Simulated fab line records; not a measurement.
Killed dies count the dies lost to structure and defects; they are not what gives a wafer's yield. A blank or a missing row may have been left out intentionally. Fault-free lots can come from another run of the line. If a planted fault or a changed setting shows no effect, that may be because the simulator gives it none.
Check of tool commonality ; flow sky130 ; 12 lots, 36 wafers sampled

WHAT PROMPTED THE OPENING
Of 12 lots, 2 have the reading VT_ADJUST_HVTR_TW flagged at SKY_VT_ADJUST_HVTR_TW_MEAS_11. No-fault wafers: 211.1, standard deviation 2.1.
Rule: a lot is flagged in two cases, either no wafer of it has a number, or all its wafers with numbers fall more than 4 standard deviations from that mean. The rest of the lots are taken to be sound.

lot;measured;on;VT_ADJUST_HVTR_TW, wafer by wafer;flag
L164;day 10 19:14;filmMetro-04;212.5 213.0 214.0;
L165;day 10 20:20;filmMetro-04;214.1 215.0 214.4;
L166;day 11 06:38;filmMetro-04;213.3 213.4 213.8;
L172;day 13 00:14;filmMetro-04;212.9 211.4 212.7;
L173;day 13 08:22;filmMetro-01;207.9 208.6 208.9;
L174;day 13 13:28;filmMetro-04;225.2 226.1 225.9;FLAGGED
L175;day 13 21:46;filmMetro-04;226.7 225.6 225.3;FLAGGED
L176;day 14 03:27;filmMetro-04;211.1 210.6 211.0;
L178;day 14 22:37;filmMetro-01;210.1 210.3 209.0;
L181;day 15 20:52;filmMetro-02;210.5 211.0 209.6;
L183;day 16 05:37;filmMetro-01;208.5 209.0 208.8;
L184;day 16 13:39;filmMetro-01;208.1 209.9 210.1;
On average the flagged lots' numbers are 225.8, which is +14.7 against the usual, or +7 standard deviations.

WHICH TOOL EACH LOT WENT THROUGH
The record keeps 1 process step preceding the reading, out of 708 steps on the route. Cell contents, in order: the tool; ch with the chambers the sampled wafers went through; the start.
lot;flag;SKY_VT_ADJUST_HVTR_IMPLANT_09
L164;;implanter-01 ch 0, day 10 18:59
L165;;implanter-03 ch 0, day 10 20:08
L166;;implanter-01 ch 0, day 11 06:19
L172;;implanter-01 ch 0, day 13 00:00
L173;;implanter-02 ch 0, day 13 08:07
L174;FLAGGED;implanter-01 ch 0, day 13 13:13
L175;FLAGGED;implanter-01 ch 0, day 13 21:32
L176;;implanter-02 ch 0, day 14 03:12
L178;;implanter-02 ch 0, day 14 22:23
L181;;implanter-03 ch 0, day 15 20:38
L183;;implanter-02 ch 0, day 16 05:23
L184;;implanter-03 ch 0, day 16 13:24
What these steps do:
- SKY_VT_ADJUST_HVTR_IMPLANT_09
- SKY_VT_ADJUST_HVTR_TW_MEAS_11

FLAGGED AGAINST TOTAL, ONE TOOL AT A TIME (gauges that did the reading follow at the end)
step;tool;lots run;flagged;share of the flagged lots;sound lots run after its first flagged lot
SKY_VT_ADJUST_HVTR_IMPLANT_09;implanter-01;5;2;all;0
SKY_VT_ADJUST_HVTR_IMPLANT_09;implanter-02;4;0;none;-
SKY_VT_ADJUST_HVTR_IMPLANT_09;implanter-03;3;0;none;-
SKY_VT_ADJUST_HVTR_TW_MEAS_11;filmMetro-01;4;0;none;-
SKY_VT_ADJUST_HVTR_TW_MEAS_11;filmMetro-02;1;0;none;-
SKY_VT_ADJUST_HVTR_TW_MEAS_11;filmMetro-04;7;2;all;1 (L176)

WHAT THE TABLE ALLOWS
Rows of the table that ran all the flagged lots, 2 in number: implanter-01 at SKY_VT_ADJUST_HVTR_IMPLANT_09; filmMetro-04 at SKY_VT_ADJUST_HVTR_TW_MEAS_11.
- implanter-01 at SKY_VT_ADJUST_HVTR_IMPLANT_09 ran 5 lots, 2 of them flagged. Its last sound lot is L172 (day 13 00:00), its first flagged lot L174 (day 13 13:13): a fault that began between those two fits. Its own readings (beamOnS, endStationPressureTorr, faradayCurrentUA) fall more than 4 standard deviations out on all wafers of the flagged lots.
- filmMetro-04 at SKY_VT_ADJUST_HVTR_TW_MEAS_11 ran 7 lots, 2 of them flagged. After the first flagged lot (L176), sound lots still ran on it; a lasting fault on the whole tool would not permit that.
What remains is a single tool, implanter-01 at SKY_VT_ADJUST_HVTR_IMPLANT_09.

WHAT HAD BEEN PUT IN BY THE SIMULATOR
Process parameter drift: implanter-01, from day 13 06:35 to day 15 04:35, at SKY_VT_ADJUST_HVTR_IMPLANT_09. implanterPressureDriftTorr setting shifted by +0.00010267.
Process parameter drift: implanter-01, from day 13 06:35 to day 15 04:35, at SKY_VT_ADJUST_HVTR_IMPLANT_09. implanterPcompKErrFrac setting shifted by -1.
Struck lots among those shown: L174, L175. The rule above found the same.
